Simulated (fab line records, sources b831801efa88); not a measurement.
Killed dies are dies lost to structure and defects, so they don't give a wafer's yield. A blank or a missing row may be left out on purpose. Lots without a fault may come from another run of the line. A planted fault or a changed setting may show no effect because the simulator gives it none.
Which tool did it? | flow sfq_line | 14 lots, 42 wafers sampled, at 1 step of a route of 325

WHAT THE GAUGES READ, wafer by wafer
The record holds no reading of a measuring or inspecting step that can be judged against a usual standard deviation.

WHICH TOOL RAN EACH LOT (tool, then ch and the chambers of the sampled wafers, then the start)
lot  | SFQ_TRILAYER_M2_STRIP_STRIP_061
L139 | rie_metal-01 ch 1, day 20 08:05
L140 | rie_metal-02 ch 0,1, day 20 15:17
L142 | rie_metal-02 ch 0,1, day 21 00:53
L144 | rie_metal-01 ch 0,1, day 21 14:05
L147 | rie_metal-02 ch 0,1, day 23 01:05
L148 | rie_metal-02 ch 0,1, day 23 17:35
L154 | rie_metal-01 ch 1, day 25 17:08
L155 | rie_metal-02 ch 0,1, day 26 06:08
L156 | rie_metal-02 ch 0,1, day 26 09:56
L157 | rie_metal-02 ch 0,1, day 26 12:08
L158 | rie_metal-04 ch 0, day 27 02:49
L160 | rie_metal-02 ch 0,1, day 27 07:26
L161 | rie_metal-02 ch 0,1, day 27 19:38
L162 | rie_metal-02 ch 0,1, day 27 21:50
- SFQ_TRILAYER_M2_STRIP_STRIP_061: strips in O2.

WHAT THE TOOLS THEMSELVES READ (means of the sampled wafers that have a number; where no wafer has one, the mark that the record gives instead)
SFQ_TRILAYER_M2_STRIP_STRIP_061. Usual: drypump_motor_current_A 5.8 A, standard deviation 0.46; oes_product_au 1.000 a.u., standard deviation 0.0073.
lot  | tool         | drypump_motor_current_A (A) | oes_product_au (a.u.) | flag
L139 | rie_metal-01 | 5.8                         | 1.006                 |
L140 | rie_metal-02 | 5.9                         | 0.996                 |
L142 | rie_metal-02 | 5.8                         | 0.989                 |
L144 | rie_metal-01 | 5.3                         | 1.000                 |
L147 | rie_metal-02 | 6.1                         | 0.991                 |
L148 | rie_metal-02 | 6.1                         | 0.994                 |
L154 | rie_metal-01 | 5.8                         | 0.999                 |
L155 | rie_metal-02 | 5.8                         | 1.002                 |
L156 | rie_metal-02 | 6.1                         | 0.999                 |
L157 | rie_metal-02 | 6.1                         | 0.998                 |
L158 | rie_metal-04 | 6.0                         | 0.997                 |
L160 | rie_metal-02 | 6.1                         | 1.007                 |
L161 | rie_metal-02 | 6.1                         | 1.005                 |
L162 | rie_metal-02 | 5.8                         | 1.002                 |

THE ANSWER, worked out from the rows above alone
Rule: a lot is off if the mean of its wafers that have a number lies more than 3 standard deviations from the usual mean. A lot without any number at a reading at which 4 lots or more have one is off too. The other lots that the step has rows for count as sound. The gauges are gone through in route order, then the tools' own readings, and for those a lot's mean is taken as printed above. The first step at which some lot is off is used, and at that step the reading that is off furthest; a lot without a number counts as furthest.
No lot is off at any reading shown: from this, nothing can be told.

WHAT THE SIMULATOR HAD PUT IN
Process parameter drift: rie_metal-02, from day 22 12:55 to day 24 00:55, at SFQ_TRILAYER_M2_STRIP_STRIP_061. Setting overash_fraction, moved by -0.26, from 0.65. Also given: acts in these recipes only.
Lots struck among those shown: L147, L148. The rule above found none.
